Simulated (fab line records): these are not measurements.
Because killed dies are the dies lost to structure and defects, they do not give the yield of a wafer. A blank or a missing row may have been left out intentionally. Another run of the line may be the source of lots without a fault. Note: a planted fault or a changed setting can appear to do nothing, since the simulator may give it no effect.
The tool behind it: which one?	flow sky130	18 wafers from 6 lots sampled at 2 of the route's 708 steps

## WHAT THE GAUGES READ, wafer by wafer
SKY_VIA2_THK_MEAS_01.
lot	measured	on	VIA2_HDPCVD_THK (nm)
L814	day 35 13:55	film metro-03	1177 1194 1175
L816	day 35 19:43	film metro-03	1175 1177 1179
L819	day 37 04:28	film metro-02	1169 1184 1175
L821	day 37 22:15	film metro-03	1175 1178 1166
L829	day 40 02:34	film metro-01	1182 1179 1182
L834	day 41 10:11	film metro-03	1186 1180 1192

## WHAT TOOL EACH LOT RAN ON (gives the tool, then ch and the chambers of the sampled wafers, and finally the start)
lot	SKY_METAL2_SPUTTER_03
L814	pvd sputter-04, day 34 10:34
L816	pvd sputter-04, day 34 16:16
L819	pvd sputter-04, day 36 01:20
L821	pvd sputter-04, day 36 19:04
L829	pvd sputter-02, day 38 23:27
L834	pvd sputter-04, day 40 08:44
- SKY_METAL2_SPUTTER_03: material Ti, target thk 5 nm, time 3.3 s.

## THE ANSWER, worked out from the rows above alone
Rule: usual is defined by the lots themselves. The widest of any qualifying gaps counts: lots, ordered by their means at a reading, are off when they make up no more than a third of the lots, leave a main group of 4 or more, and stand apart from it by 3 or more times the standard deviation of that group's means. Not used: any main group whose means are identical at the precision the tables above print for the reading. Also off: a lot with no number at a reading for which 4 or more lots have one. All remaining lots with rows at the step are treated as sound.
Across all readings shown, no lot is off: no conclusion can be drawn from this.

## WHAT THE SIMULATOR HAD INSERTED
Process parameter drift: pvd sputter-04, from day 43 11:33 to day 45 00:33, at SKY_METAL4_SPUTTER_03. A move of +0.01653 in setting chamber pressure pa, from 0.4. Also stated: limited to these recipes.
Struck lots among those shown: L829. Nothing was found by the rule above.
